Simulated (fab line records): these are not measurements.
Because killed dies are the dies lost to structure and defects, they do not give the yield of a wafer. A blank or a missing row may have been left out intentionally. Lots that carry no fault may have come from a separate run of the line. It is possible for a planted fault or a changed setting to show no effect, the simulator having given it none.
Matching of chambers | flow sky130 | rie_diel-02 running SKY_POLY_GATE_ETCH_15: 4 sister chambers
The step etches BARC in N2/H2, stops on SiO2, time 118.5 s, target depth 110 nm. 8 wafers are shown with their chamber, then 7 later ones without.

## WAFERS PAIRED WITH THEIR CHAMBERS
wafer  | chamber | drypump_motor_current_A (A) | throttle_valve_pct (%)
L488.5 | 0       | 5.1                         | 13.201
L497.1 | 1       | 5.7                         | 13.219
L497.2 | 3       | 5.9                         | 13.224
L498.2 | 2       | 5.7                         | 13.204
L498.3 | 3       | 5.8                         | 13.222
L498.5 | 2       | 5.7                         | 13.207
L501.2 | 1       | 5.7                         | 13.216
L501.3 | 0       | 5.1                         | 13.206

## WAFERS WHOSE CHAMBER IS MISSING
wafer  | drypump_motor_current_A (A) | throttle_valve_pct (%)
L501.6 | 5.7                         | 13.201
L503.2 | 5.7                         | 13.224
L503.4 | 5.1                         | 13.218
L503.6 | 5.6                         | 13.217
L506.2 | 5.7                         | 13.218
L506.5 | 5.7                         | 13.201
L506.6 | 5.7                         | 13.205

## CHAMBER TAKEN BY EACH
wafer  | from the rows above     | in truth
L501.6 | 2                       | 2
L503.2 | can't be placed: 1 or 3 | 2
L503.4 | 0                       | 0
L503.6 | 1                       | 1
L506.2 | 1                       | 1
L506.5 | 2                       | 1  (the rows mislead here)
L506.6 | 2                       | 2
Placed correctly: 5 of 7. These rows do not allow placing 1 (true chamber among the candidates in 0). Wrongly placed: 1.
How it was worked out, from the rows above alone: a wafer's distance from a chamber is the root of the sum, over the readings, of the square of ((its reading less the chamber's mean) divided by the reading's scatter). The wafer belongs to the nearest chamber; if the next one is less than 2 further off, it can't be placed. For every chamber, the mean is computed from those of its wafers that are shown. How the scatter is found: for the shown wafers, subtract from each reading the mean of its chamber, square and add these, divide the total by (wafers less chambers), then take the root.
